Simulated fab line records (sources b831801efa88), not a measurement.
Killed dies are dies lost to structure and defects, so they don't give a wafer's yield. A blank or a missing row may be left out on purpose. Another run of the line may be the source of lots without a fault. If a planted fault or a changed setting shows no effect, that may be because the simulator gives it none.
What tool caused it?    flow sky130    33 wafers from 11 lots sampled at 5 of the route's 708 steps

WHAT EACH GAUGE READ, for each wafer
SKY_METAL2_RS_MEAS_05: the measuring method here is four-point-probe. Usual: for METAL2_ALCU_RS the level is 0.1266 ohm/sq and the standard deviation is 0.0011.
lot   measured      on            METAL2_ALCU_RS (ohm/sq)  flag
L946  day 34 11:11  filmMetro-01  0.1270 0.1253 0.1252     
L947  day 34 23:01  filmMetro-03  0.1272 0.1262 0.1266     
L950  day 35 12:48  filmMetro-03  0.1275 0.1285 0.1270     
L955  day 37 15:13  filmMetro-03  0.1271 0.1268 0.1269     
L957  day 37 21:46  filmMetro-04  0.1261 0.1263 0.1261     
L956  day 37 22:10  filmMetro-03  0.1260 0.1256 0.1271     
L958  day 38 07:22  filmMetro-01  0.1273 0.1270 0.1273     
L959  day 38 08:08  filmMetro-04  0.1286 0.1281 0.1275     
L960  day 38 17:34  filmMetro-04  0.1262 0.1262 0.1267     
L962  day 39 05:18  filmMetro-04  0.1269 0.1271 0.1280     
L964  day 39 14:17  filmMetro-04  0.1278 0.1269 0.1266     

TOOL THAT RAN EACH LOT (tool first, then ch and the chambers of the sampled wafers, then the start)
lot   SKY_METAL1_DESCUM_17              SKY_VIA1_CMP_02                SKY_VIA1_ETCH_15                   SKY_VIA1_CVD_21
L946  rieMetal-03 ch 0,1, day 33 06:23  cmp-02 ch 1,2, day 33 07:20    rieDiel-01 ch 1,3, day 34 09:45    cvdW-01 ch 0,1, day 34 10:27
L947  rieMetal-03 ch 0, day 33 17:56    cmp-01 ch 0,1,3, day 33 19:07  rieDiel-02 ch 0,1,2, day 34 21:35  cvdW-02 ch 0,1, day 34 22:17
L950  rieMetal-04 ch 0,1, day 34 08:20  cmp-02 ch 1,2, day 34 09:22    rieDiel-01 ch 0,1,2, day 35 11:14  cvdW-02 ch 1, day 35 12:02
L955  rieMetal-01 ch 0,1, day 36 09:59  cmp-02 ch 0,1,3, day 36 11:16  rieDiel-02 ch 0,1,2, day 37 13:43  cvdW-02 ch 0,1, day 37 14:29
L957  rieMetal-03 ch 0, day 36 16:49    cmp-01 ch 1,3, day 36 17:49    rieDiel-01 ch 0,2, day 37 20:19    cvdW-02 ch 0,1, day 37 21:02
L956  rieMetal-04 ch 0,1, day 36 17:11  cmp-02 ch 0,1, day 36 18:11    rieDiel-04 ch 1,2,3, day 37 20:43  cvdW-01 ch 0,1, day 37 21:26
L958  rieMetal-03 ch 0,1, day 37 02:23  cmp-02 ch 0,2, day 37 03:20    rieDiel-01 ch 0,1,3, day 38 05:56  cvdW-02 ch 0, day 38 06:38
L959  rieMetal-03 ch 0,1, day 37 03:58  cmp-02 ch 0,1,3, day 37 04:58  rieDiel-01 ch 0,3, day 38 06:40    cvdW-02 ch 0,1, day 38 07:25
L960  rieMetal-01 ch 0,1, day 37 13:20  cmp-01 ch 0,2,3, day 37 14:25  rieDiel-01 ch 2,3, day 38 16:08    cvdW-01 ch 0,1, day 38 16:50
L962  rieMetal-01 ch 0,1, day 38 00:58  cmp-02 ch 0,1,3, day 38 02:19  rieDiel-01 ch 1,2,3, day 39 03:52  cvdW-01 ch 0,1, day 39 04:34
L964  rieMetal-04 ch 0,1, day 38 10:02  cmp-02 ch 0,2,3, day 38 11:29  rieDiel-04 ch 1,2,3, day 39 12:52  cvdW-01 ch 0,1, day 39 13:34
- SKY_METAL1_DESCUM_17: chemistry O2, time 8 s.
- SKY_VIA1_CMP_02: polishes SiO2.
- SKY_VIA1_ETCH_15: etches SiO2 in C4F8/O2/Ar, stops on TiN, target depth 351 nm, time 54 s.
- SKY_VIA1_CVD_21: deposits W, target thk 270 nm, time 80.902 s.

AS READ BY THE TOOLS THEMSELVES (means over the sampled wafers that have a number; for cases with no such wafer, the mark the record gives instead)
SKY_METAL1_DESCUM_17. Usual: chamberPressureMTorr 10.000 mTorr, standard deviation 0.009; drypumpMotorCurrentA 5.8 A, standard deviation 0.47; oesProductAu 1.000 a.u., standard deviation 0.0072.
lot   tool         chamberPressureMTorr (mTorr)  drypumpMotorCurrentA (A)  oesProductAu (a.u.)  flag
L946  rieMetal-03  9.999                         6.2                       1.001                
L947  rieMetal-03  10.003                        6.4                       1.002                
L950  rieMetal-04  9.996                         5.5                       1.007                
L955  rieMetal-01  10.000                        5.6                       1.000                
L957  rieMetal-03  10.005                        6.4                       0.995                
L956  rieMetal-04  10.002                        5.1                       1.006                
L958  rieMetal-03  9.993                         6.1                       0.998                
L959  rieMetal-03  10.012                        6.3                       0.996                
L960  rieMetal-01  10.003                        5.6                       1.001                
L962  rieMetal-01  9.995                         5.5                       1.003                
L964  rieMetal-04  9.997                         5.4                       0.993                

SKY_VIA1_CMP_02. Usual: headPressurePsi 4.000 psi, standard deviation 0.0081; motorCurrentA 12.3 A, standard deviation 1.8; retainingRingPressureFrac 1.001, standard deviation 0.0046; slurryFlowMlMin 149.9, standard deviation 0.5.
lot   tool    headPressurePsi (psi)  motorCurrentA (A)  retainingRingPressureFrac  slurryFlowMlMin  flag
L946  cmp-02  3.995                  13.8               1.002                      150.3            
L947  cmp-01  4.000                  12.2               0.999                      149.6            
L950  cmp-02  4.000                  13.6               1.002                      150.2            
L955  cmp-02  3.996                  11.4               1.000                      150.4            
L957  cmp-01  4.001                  13.4               1.000                      149.7            
L956  cmp-02  4.004                  11.4               1.003                      149.3            
L958  cmp-02  3.998                  12.5               1.000                      150.3            
L959  cmp-02  4.002                  11.3               0.999                      149.9            
L960  cmp-01  4.001                  12.5               1.000                      150.0            
L962  cmp-02  4.001                  11.9               1.003                      149.8            
L964  cmp-02  3.995                  11.8               0.999                      149.9            

SKY_VIA1_ETCH_15. Usual: chamberPressureMTorr 40.00 mTorr, standard deviation 0.034; oesProductAu 0.980 a.u., standard deviation 0.0048.
lot   tool        chamberPressureMTorr (mTorr)  oesProductAu (a.u.)  flag
L946  rieDiel-01  40.00                         0.975                
L947  rieDiel-02  39.99                         0.981                
L950  rieDiel-01  40.00                         0.976                
L955  rieDiel-02  40.00                         0.982                
L957  rieDiel-01  40.00                         0.984                
L956  rieDiel-04  40.01                         0.977                
L958  rieDiel-01  40.01                         0.981                
L959  rieDiel-01  40.01                         0.982                
L960  rieDiel-01  39.99                         0.977                
L962  rieDiel-01  39.99                         0.925                OFF
L964  rieDiel-04  40.02                         0.926                OFF

SKY_VIA1_CVD_21. Usual: heaterPowerW 869 W, standard deviation 36.
lot   tool     heaterPowerW (W)  flag
L946  cvdW-01  867               
L947  cvdW-02  877               
L950  cvdW-02  861               
L955  cvdW-02  871               
L957  cvdW-02  881               
L956  cvdW-01  841               
L958  cvdW-02  888               
L959  cvdW-02  885               
L960  cvdW-01  885               
L962  cvdW-01  837               
L964  cvdW-01  864               

THE ANSWER, worked out from the rows above alone
Rule: lot off if the mean of its wafers having a number is beyond 3 standard deviations from the usual mean. Also off: a lot with no number at a reading for which 4 or more lots have one. Any other lot the step has rows for is counted as sound. First the gauges in route order, then the tools' own readings, where a lot's mean is used as printed above. At the first step where some lot is off, the reading lying furthest off is the one used; lots without a number count as furthest.
Off, at SKY_VIA1_ETCH_15 on oesProductAu: L962, L964.
A tool fits if, at that step or a process step before it, it ran every lot that is off, and no sound lot after the first of them. One candidate fits, namely cmp-02 at SKY_VIA1_CMP_02. Its last sound lot is L959 (day 37 04:58), its first lot that is off L962 (day 38 02:19): a fault that began between those two fits.

WHAT THE SIMULATOR HAD INSERTED
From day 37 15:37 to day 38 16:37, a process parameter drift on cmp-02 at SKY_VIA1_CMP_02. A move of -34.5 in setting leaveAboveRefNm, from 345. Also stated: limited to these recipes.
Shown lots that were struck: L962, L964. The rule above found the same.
